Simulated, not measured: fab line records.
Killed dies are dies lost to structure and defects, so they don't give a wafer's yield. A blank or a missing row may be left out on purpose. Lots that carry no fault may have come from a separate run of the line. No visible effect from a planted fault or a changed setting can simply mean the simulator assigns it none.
fab line records | flow sky130
record lots=6 wafers=18 lastDay=49
route steps=708 shown LI_CONTACT@365 PAD_OPEN@708
lots untouched by any fault: they come from a run of this same line in which no faults occurred
startH: hours from the record's opening day to when the first of the lot's shown wafers began | waitH: how many hours have passed since the lot's step before this one | " identical to the entry in the row above | L1.1+2: a row that stands for several wafers | - no value, or no start was given | * or withheld: withheld | < > ~ a bound
route shown NAME@n: NAME is a module with steps in the file, n the number in the route of the first one | usual: mean/standard deviation of fault-free wafers | same: alike in all rows | chamber/n: place in a boat | sites: each site's reading | _std_site: standard deviation of those values | _edge_site: mean of outer sites minus mean of inner sites | radiusMm: for every site, how far away it sits from the centre of the wafer | mask NAME#n: copy n | behind: the last tool/chamber to shape the wafer | hold: what put the lot on hold/how long, in hours/how the hold closed | device: the n, p or np transistor that did not switch | end of line: tests run on the same wafers once the route is complete | a step without rows: its recipe alone | killed: at the first sort, the dies lost to defects and structure; wafer yield is something else | map: a wafer's dies, marking killed ones x, the rest . and places with no die _
set.NAME: the run value of the setting; set.NAME@STEP: its run value at that earlier step | model.NAME: the simulator's own value behind a step, which no gauge read
lots at selected steps of the route; one table per step, one row per wafer
services: when a tool's chamber went out of use (startH, in hours from the record's first day, below 0 if earlier), for how many hours, and the reason
## steps
# step SKY_LI_CONTACT_BOW_MEAS_03
# recipe mode=bow
# usual LI_CONTACT_BOW=56/6.8
# columns lot.wafer tool chamber startH waitH LI_CONTACT_BOW[um]
L977.2 filmMetro-04 - 695.64 0.2 49
L977.4 " - " " 58
L977.5 " - " " 64
L976.2 filmMetro-02 - 696.39 0.1 64
L976.3 " - " " 57
L976.6 " - " " 53
L980.1 filmMetro-04 - 713.32 0.2 60
L980.2 " - " " 63
L980.4 " - " " 49
L982.3 filmMetro-02 - 728.22 0.2 51
L982.5 " - " " 64
L982.6 " - " " 72
L989.1 filmMetro-04 - 770.88 0.2 56
L989.3 " - " " 44
L989.6 " - " " 53
L994.2 filmMetro-02 - 804.11 0.2 59
L994.4 " - " " 66
L994.6 " - " " 59
# step SKY_LI_CONTACT_DEHYDRATE_04
# recipe tempC=200 timeS=60
# step SKY_LI_CONTACT_HMDS_05
# recipe primeTimeS=60 primeTempC=120
# step SKY_LI_CONTACT_COAT_06
# recipe resist=BARC tempC=withheld timeS=withheld spinRpm=3000 resistThkNm=60
# step SKY_LI_CONTACT_COAT_07
# recipe resist=KrF-thick spinRpm=3000 resistThkNm=450
# step SKY_LI_CONTACT_SOFTBAKE_08
# recipe tempC=100 timeS=90 resist=KrF-thick
# step SKY_LI_CONTACT_EXPOSE_09
# recipe maskId=LICM1 na=0.8 sourceShape=annular sigmaInner=0.55 sigmaOuter=0.85 targetCdNm=170 doseMj=38.52
# step SKY_LI_CONTACT_PEB_10
# recipe pebTempC=withheld pebTimeS=withheld resist=KrF-thick
# step SKY_LI_CONTACT_DEVELOP_11
# recipe developTimeS=60 resist=KrF-thick devTempC=21
# step SKY_LI_CONTACT_CD_MEAS_12
# recipe targetCdNm=170
# usual cdNm=170.4/1.7
# columns lot.wafer tool chamber startH waitH cdNm
L977.2 cdSem-02 - 723.21 - 170.6
L977.4 " - " " 171.5
L977.5 " - " " 171.6
L976.2 cdSem-02 - 723.61 - 170.5
L976.3 " - " " 171.9
L976.6 " - " " 172.2
L980.1 cdSem-02 - 741.29 - 170.7
L980.2 " - " " 170.4
L980.4 " - " " 170.5
L982.3 cdSem-01 - 754.83 - 169.9
L982.5 " - " " 169.3
L982.6 " - " " 172.0
L989.1 cdSem-02 - 797.14 - 172.3
L989.3 " - " " 170.6
L989.6 " - " " 171.4
L994.2 cdSem-02 - 830.49 - 170.8
L994.4 " - " " 170.8
L994.6 " - " " 170.4
# step SKY_LI_CONTACT_OVL_MEAS_13
# usual LI_CONTACT_OVL=0/6
# columns lot.wafer tool chamber startH waitH LI_CONTACT_OVL[nm]
L977.2 overlay-02 - 723.32 0.1 -8
L977.4 " - " " -3
L977.5 " - " " -4
L976.2 overlay-02 - 723.71 0.1 -2
L976.3 " - " " -3
L976.6 " - " " -11
L980.1 overlay-02 - 741.41 0.1 -7
L980.2 " - " " -6
L980.4 " - " " -9
L982.3 overlay-02 - 754.92 0.1 7
L982.5 " - " " 7
L982.6 " - " " 9
L989.1 overlay-01 - 797.26 0.1 -8
L989.3 " - " " 1
L989.6 " - " " 2
L994.2 overlay-01 - 830.60 0.1 4
L994.4 " - " " 6
L994.6 " - " " 1
# step SKY_LI_CONTACT_ETCH_14
# recipe chemistry=N2/H2 target=BARC ionEnergyEv=200 sourceW=500 biasW=100 pressureMtorr=30 n2FlowSccm=100 h2FlowSccm=200 stopOn=SiO2 timeS=45.9 targetDepthA=600
# usual drypumpMotorCurrentA=5.8/0.49 oesProductAu=0.855/0.0052 throttleValvePct=13.225/0.0085
# columns lot.wafer tool chamber startH waitH drypumpMotorCurrentA oesProductAu rfHoursCounterH throttleValvePct
L977.2 rieDiel-03 0 723.35 0.0 5.8 0.856 1 13.223
L977.4 " 3 " " 6.6 0.859 0 13.229
L977.5 " 3 " " 6.6 0.864 - 13.234
L976.2 rieDiel-01 3 723.74 0.0 5.9 0.853 17 13.223
L976.3 " 0 " " 6.2 0.852 20 13.223
L976.6 " 1 " " 5.2 0.850 - 13.226
L980.1 rieDiel-03 2 741.45 0.0 5.4 0.848 6 13.229
L980.2 " 0 " " 5.8 0.856 2 13.219
L980.4 " 1 " " 5.5 0.860 4 13.225
L982.3 rieDiel-03 2 754.94 0.0 5.3 0.852 7 13.222
L982.5 " 3 " " 6.6 0.862 - 13.222
L982.6 " 0 " " 5.8 0.852 - 13.222
L989.1 rieDiel-01 2 797.30 0.0 6.5 0.862 1 13.237
L989.3 " 0 " " 6.2 0.861 22 13.224
L989.6 " 3 " " 6.0 0.857 - 13.219
L994.2 rieDiel-04 0 830.63 0.0 5.1 0.856 16 13.228
L994.4 " 1 " " 6.1 0.855 17 13.227
L994.6 " 2 " " 5.2 0.854 - 13.237
# step SKY_LI_CONTACT_ETCH_15
# recipe target=PSG chemistry=C4F8/O2/Ar stopOn=Si taperDeg=4.15 maskMaterial=KrF-thick sourceW=1500 biasW=1200 pressureMtorr=40 c4f8FlowSccm=withheld O2_flow_sccm=6 Ar_flow_sccm=300 timeS=withheld targetDepthA=6000
# usual oesProductAu=0.838/0.005
# columns lot.wafer tool chamber startH waitH oesProductAu model.KrF-thick_of_LI_CONTACT_COAT_07.thkNm model.LI_CONTACT.featureDepthNm model.etch.depthNm
L977.2 rieDiel-03 0 723.39 0.0 0.842 230.8 596.3 596.3
L977.4 " 3 " " 0.845 231.1 598.1 598.1
L977.5 " 3 " " 0.843 230.8 597.6 597.6
L976.2 rieDiel-01 3 723.79 0.0 0.840 227.8 597.2 597.2
L976.3 " 0 " " 0.835 233.7 598.6 598.6
L976.6 " 1 " " 0.840 222.1 596.4 596.4
L980.1 rieDiel-03 2 741.49 0.0 0.829 232.2 596.9 596.9
L980.2 " 0 " " 0.828 274 590.3 590.3
L980.4 " 1 " " 0.840 228 598.7 598.7
L982.3 rieDiel-03 2 754.99 0.0 0.837 232.9 598.1 598.1
L982.5 " 3 " " 0.834 230.7 597.9 597.9
L982.6 " 0 " " 0.824 274.9 586.7 586.7
L989.1 rieDiel-01 2 797.34 0.0 0.826 229.8 597.3 597.3
L989.3 " 0 " " 0.842 235.7 598.8 598.8
L989.6 " 3 " " 0.842 233 596.5 596.5
L994.2 rieDiel-04 0 830.67 0.0 0.843 226.8 598 598
L994.4 " 1 " " 0.839 231.7 598 598
L994.6 " 2 " " 0.839 233.2 598.8 598.8
# step SKY_LI_CONTACT_STRIP_16
# recipe chemistry=O2/N2 powerW=1400 pressureMtorr=1500 platenTempC=withheld o2FlowSccm=3000 n2FlowSccm=300 overashFraction=0.5
# usual drypumpMotorCurrentA=5.6/0.48 o2FlowSccm=3000/8.4 oesProductAu=0.375/0.0048 stripTimeToEndpointS=3.48/0.038
# columns lot.wafer tool chamber startH waitH drypumpMotorCurrentA o2FlowSccm oesProductAu rfHoursCounterH stripTimeToEndpointS
L977.2 plasmaAsher-02 1 723.48 - 5.1 2996 0.379 30 3.48
L977.4 " 1 " " 5.1 2976 0.379 - 3.50
L977.5 " 1 " " 5.1 2991 0.367 - 3.48
L976.2 plasmaAsher-03 1 723.87 - 5.9 3007 0.371 57 3.45
L976.3 " 0 " " 6.5 2990 0.382 - 3.51
L976.6 " 0 " " 6.5 3006 0.375 - 3.39
L980.1 plasmaAsher-01 1 741.58 - 5.2 2991 0.379 93 3.49
L980.2 " 0 " " 5.8 2990 0.391 93 3.94
L980.4 " 0 " " 5.9 2989 0.382 - 3.46
L982.3 plasmaAsher-02 0 755.10 - 5.2 3001 0.375 - 3.50
L982.5 " 0 " " 5.2 3010 0.374 - 3.49
L982.6 " 1 " " 5.2 3014 0.394 - 3.97
L989.1 plasmaAsher-03 1 797.43 - 5.9 2992 0.377 65 3.48
L989.3 " 0 " " 6.5 3001 0.370 - 3.53
L989.6 " 1 " " 5.8 2991 0.383 - 3.51
L994.2 plasmaAsher-02 0 830.75 - 5.2 3010 0.373 39 3.45
L994.4 " 0 " " 5.2 3013 0.373 - 3.50
L994.6 " 1 " " 5.2 3008 0.371 - 3.51
# step SKY_LI_CONTACT_CLEAN_17
# recipe chemistry=NMP timeS=600 tempC=60 dry=n2Spin
# step SKY_PAD_OPEN_PROBE_99
# usual killed_at_M0_to_M3=43/7.4 killed_at_M4_up=3.5/2.1 killedAtContacts=24/5.4 killedAtFrontEnd=15/4.7 killedAtOther=0.2/0.44 killedDies=85/10 killedOnRim=17/4.2 killedOpen=47/7.1 killedShort=38/7
# same grossDies=492 killedAtBackSide=0
# columns lot.wafer tool chamber startH waitH killed_at_M0_to_M3 killed_at_M4_up killedAtContacts killedAtFrontEnd killedAtOther killedDies killedOnRim killedOpen killedShort
L977.2 prober-02 - 1109.46 0.1 24 9 26 16 0 75 11 37 38
L977.4 prober-02 - 1109.56 0.2 39 3 14 9 0 65 11 31 34
L977.5 prober-02 - 1109.61 0.2 42 8 25 12 0 87 19 48 39
L976.2 prober-01 - 1111.21 0.1 37 3 21 12 0 73 19 38 35
L976.3 prober-01 - 1111.26 0.2 48 1 23 10 0 82 15 53 29
L976.6 prober-01 - 1111.41 0.2 48 2 29 10 0 89 14 50 39
L980.1 prober-02 - 1127.38 0.1 39 6 15 12 0 72 18 40 32
L980.2 prober-02 - 1127.43 0.1 38 2 330 18 0 388 80 41 42
L980.4 prober-02 - 1127.53 0.2 44 4 20 13 0 81 18 41 40
L982.3 prober-02 - 1132.91 0.2 44 7 24 22 0 97 19 49 48
L982.5 prober-02 - 1133.01 0.2 35 2 28 20 0 85 12 46 39
L982.6 prober-02 - 1133.06 0.2 48 1 331 18 0 398 95 50 40
L989.1 prober-02 - 1164.34 0.1 42 2 23 19 0 86 19 36 50
L989.3 prober-02 - 1164.44 0.2 41 2 27 12 0 82 17 45 37
L989.6 prober-02 - 1164.59 0.2 45 2 14 10 1 72 12 41 31
L994.2 prober-01 - 1185.26 0.1 39 1 24 5 0 69 11 39 30
L994.4 prober-01 - 1185.36 0.2 44 3 30 11 0 88 17 48 40
L994.6 prober-01 - 1185.46 0.2 51 3 17 12 0 83 23 47 36
# killed by level:class
L977.2 CONTACT:geometricParticle:open=10 CONTACT:geometricParticle:short=7 METAL4:geometricParticle:short=7 VIA1:geometricParticle:open=6 LI_CONTACT:geometricParticle:open=5 POLY_GATE:geometricParticle:open=4 METAL1:geometricParticle:short=4 METAL2:geometricParticle:short=4
L977.4 METAL1:geometricParticle:short=10 CONTACT:geometricParticle:open=8 VIA1:geometricParticle:open=8 VIA2:geometricParticle:short=6 VIA3:geometricParticle:open=6 POLY_GATE:geometricParticle:short=3 LOCAL_INTERCONNECT:geometricParticle:short=3 CONTACT:geometricParticle:short=3
L977.5 CONTACT:geometricParticle:open=11 VIA2:geometricParticle:open=7 FIELD_ISO:geometricParticle:open=6 VIA1:geometricParticle:open=6 CONTACT:geometricParticle:short=5 METAL2:geometricParticle:short=5 VIA3:geometricParticle:open=5 METAL4:geometricParticle:short=5
L976.2 VIA1:geometricParticle:open=9 METAL1:geometricParticle:short=8 VIA2:geometricParticle:open=8 CONTACT:geometricParticle:open=7 POLY_GATE:geometricParticle:short=4 LOCAL_INTERCONNECT:geometricParticle:open=4 VIA2:geometricParticle:short=4 METAL2:geometricParticle:short=3
L976.3 VIA1:geometricParticle:open=14 CONTACT:geometricParticle:open=10 METAL2:geometricParticle:short=7 LI_CONTACT:geometricParticle:open=6 VIA3:geometricParticle:open=5 POLY_GATE:geometricParticle:open=4 VIA2:geometricParticle:open=4 METAL1:geometricParticle:short=4
L976.6 CONTACT:geometricParticle:open=13 VIA1:geometricParticle:open=10 CONTACT:geometricParticle:short=7 METAL2:geometricParticle:short=6 FIELD_ISO:geometricParticle:open=5 LI_CONTACT:geometricParticle:open=5 METAL1:geometricParticle:short=5 METAL3:geometricParticle:short=4
L980.1 METAL1:geometricParticle:short=10 VIA1:geometricParticle:open=9 VIA3:geometricParticle:open=8 CONTACT:geometricParticle:open=6 CONTACT:geometricParticle:short=5 POLY_GATE:geometricParticle:short=4 METAL4:geometricParticle:short=4 POLY_GATE:geometricParticle:open=3
L980.2 LI_CONTACT:areaEtch=305 VIA1:geometricParticle:open=9 POLY_GATE:geometricParticle:open=7 LI_CONTACT:geometricParticle:open=7 LOCAL_INTERCONNECT:geometricParticle:short=7 METAL2:geometricParticle:short=6 CONTACT:geometricParticle:short=5 FIELD_ISO:geometricParticle:short=4
L980.4 VIA1:geometricParticle:open=10 CONTACT:geometricParticle:open=8 METAL1:geometricParticle:short=5 VIA2:geometricParticle:open=5 VIA3:geometricParticle:open=5 FIELD_ISO:geometricParticle:short=4 LI_CONTACT:geometricParticle:open=4 CONTACT:geometricParticle:short=4
L982.3 VIA1:geometricParticle:open=14 FIELD_ISO:geometricParticle:short=9 CONTACT:geometricParticle:short=7 CONTACT:geometricParticle:open=6 LI_CONTACT:geometricParticle:open=5 METAL1:geometricParticle:short=5 FIELD_ISO:geometricParticle:open=4 LI_CONTACT:geometricParticle:short=4
L982.5 CONTACT:geometricParticle:open=10 VIA1:geometricParticle:open=10 FIELD_ISO:geometricParticle:short=8 LOCAL_INTERCONNECT:geometricParticle:short=6 LI_CONTACT:geometricParticle:open=6 METAL2:geometricParticle:short=5 POLY_GATE:geometricParticle:open=4 METAL1:geometricParticle:short=4
L982.6 LI_CONTACT:areaEtch=308 VIA1:geometricParticle:open=16 CONTACT:geometricParticle:open=11 METAL2:geometricParticle:short=8 VIA1:geometricParticle:short=6 FIELD_ISO:geometricParticle:open=4 FIELD_ISO:geometricParticle:short=4 POLY_GATE:geometricParticle:open=4
L989.1 FIELD_ISO:geometricParticle:short=9 LI_CONTACT:geometricParticle:open=7 VIA1:geometricParticle:short=7 VIA3:geometricParticle:short=6 CONTACT:geometricParticle:open=6 VIA1:geometricParticle:open=6 METAL2:geometricParticle:short=6 VIA3:geometricParticle:open=6
L989.3 CONTACT:geometricParticle:open=14 VIA3:geometricParticle:open=8 VIA1:geometricParticle:open=8 METAL1:geometricParticle:short=6 CONTACT:geometricParticle:short=5 VIA2:geometricParticle:open=5 LI_CONTACT:geometricParticle:open=4 LOCAL_INTERCONNECT:geometricParticle:short=4
L989.6 VIA3:geometricParticle:open=12 VIA1:geometricParticle:open=9 CONTACT:geometricParticle:open=6 METAL1:geometricParticle:short=6 LOCAL_INTERCONNECT:geometricParticle:short=5 METAL3:geometricParticle:short=4 VIA2:geometricParticle:short=3 VIA2:geometricParticle:open=3
L994.2 CONTACT:geometricParticle:open=12 METAL1:geometricParticle:short=8 VIA1:geometricParticle:open=8 VIA3:geometricParticle:open=7 METAL2:geometricParticle:short=6 LI_CONTACT:geometricParticle:open=5 VIA1:geometricParticle:short=4 CONTACT:geometricParticle:short=3
L994.4 LI_CONTACT:geometricParticle:open=10 CONTACT:geometricParticle:open=10 METAL2:geometricParticle:short=10 VIA2:geometricParticle:open=7 CONTACT:geometricParticle:short=5 METAL1:geometricParticle:short=5 VIA1:geometricParticle:open=5 VIA1:geometricParticle:short=4
L994.6 VIA3:geometricParticle:open=12 METAL1:geometricParticle:short=7 FIELD_ISO:geometricParticle:open=6 LI_CONTACT:geometricParticle:open=6 VIA2:geometricParticle:open=6 LOCAL_INTERCONNECT:geometricParticle:short=5 VIA1:geometricParticle:short=4 VIA2:geometricParticle:short=4
# map L980.2 (x killed, . not)
__________xxxxxxxxxx_________
________xxxxxxxxxxxxxx_______
______xxxxxxxxxxxxxxxxxx_____
_____xxxxxxxxx.xxx.xxxxxx____
____.xxxxxxx.xxxxxxxxxxxxx___
___xxxxx.xxx.xxxx..x.xxxxxx__
__x.xxxxxxxxxxxxxxx..xxxxxxx_
_xxxxxxx.xx.xxx.xxxxxxxx.xxxx
_xxx.xxxxxxxxxxx.x.xx.xx.xxxx
_xxxxx.xxxxxx.xxxxxx..x.xxxxx
_x..xxxxxx.xx..xx.xx.xxxxxxxx
_xxxxxxxxxx..xx.xxx.xxxxxxxxx
_.xxx.x.x....xxxxx.xxxxxxxxxx
_xx.xxxx.....x.x.xxxxxxxxxxxx
_x..xxxx.xx.xx.xxxxxxxxxxxxxx
__xxx..xx.....xxxxx.x..x.xxx_
___xx..x.x..xx.xxxx.xx.xxxx__
____.xx....x.x.xxxx..xxx.x___
_____..xxxx.x.xx.xxxxxxxx____
______....x.xxxxxxxx.xxx_____
________x..xx.xxxxx.xx_______
__________.x.xxxxxxx_________
# map L982.6 (x killed, . not)
__________xxxxxxxxxx_________
________xxxxxxxxxxxxxx_______
______xxxxxxxx..x.xxxxxx_____
_____xxxxxx.x.x...xxxx.xx____
____xxx.x..xxxxxx.xxxxxx.x___
___xxxxxxx.xx..x.x..xxxxxxx__
__xxxxx.xxx...x..x.x.x..xxxx_
_xxxxxxx....x..x.xxx.x..xxxxx
_xxxxxxxx.x.xxxx.xxxx....xxxx
_xxxxxx...x.xxx.xx....xxx..xx
_xxxxxxxxxx..xxxxx.x..xx.xx.x
_xxxxxxxxxx.xx...xx..xxxxxxxx
_xxxxxxxxx.x...xxxxxxxxxxxxxx
_xxxxx.xxx..x.x..xx..xxxxxxxx
_xxxxxxxxx..xxxxxxxx...xxxxxx
__xxxxx.xxxxx.x.xxx.xxxxxxxx_
___xxxxxxxxxxxxxx.xxxxxxxxx__
____xxxxxxxxxx.xxxxxxxxxxx___
_____xxxxxxxxxxxxxxxxxxxx____
______xxxxxxxxxxxxxxxxxx_____
________xxxxxxxxxxxxxx_______
__________xxxxxxxxxx_________
## services
# columns tool chamber startH hours kind
plasmaAsher-02 - 706.84 2.8 pm
plasmaAsher-01 - 713.09 11.4 repair
rieDiel-01 2 720.83 4.2 repair
plasmaAsher-01 - 729.63 3.8 repair
plasmaAsher-02 - 734.41 14.6 pm
rieDiel-01 2 763.88 - clean
rieDiel-01 2 763.88 12.9 scheduledDown
rieDiel-01 2 763.88 12.9 ventCycle
rieDiel-03 - 771.64 0.4 repair
rieDiel-03 - 783.60 2.8 pm
rieDiel-04 2 793.74 5.6 repair
plasmaAsher-01 - 807.18 2.8 pm
rieDiel-01 2 815.62 3.1 repair
rieDiel-03 1 818.98 12.5 repair
## key
firstSign step=SKY_LI_CONTACT_STRIP_16 reading=stripTimeToEndpointS direction=up sigmas=13 usual=* struck=*
effect step=SKY_LI_CONTACT_STRIP_16 reading=oesProductAu direction=up sigmas=3.6 usual=0.375 struck=0.393
effect step=SKY_PAD_OPEN_PROBE_99 reading=killedAtContacts direction=up sigmas=57 usual=24 struck=330
modelEffect step=SKY_LI_CONTACT_ETCH_15 value=KrF-thick_of_LI_CONTACT_COAT_07.thkNm without=230.3 struck=274.5
moreKillsBornAt SKY_LI_CONTACT_ETCH_15@rieDiel-03=613
metAt SKY_LI_CONTACT_ETCH_15
struckWafers L980.2,L982.6
laterRowsLeftOut L980.2,L982.6
testerLeftOut L980,L982
onsetBetween 723.39 741.49
fault kind=processParameterDrift tool=rieDiel-03 chamber=0 onsetH=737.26 steps=SKY_LI_CONTACT_ETCH_15 channel=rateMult offset=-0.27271 shape=step endH=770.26
# testerLeftOut: of these lots the tester's yield and bins aren't shown, on N5 and GAA mostly nor the transistor test; their killed dies are dies lost to structure and defects alone, not to doping, threshold or leakage, so they don't give the yield
# laterRowsLeftOut: the simulator's readings of these wafers behind a module that went badly wrong aren't trusted and aren't shown, but for the sort
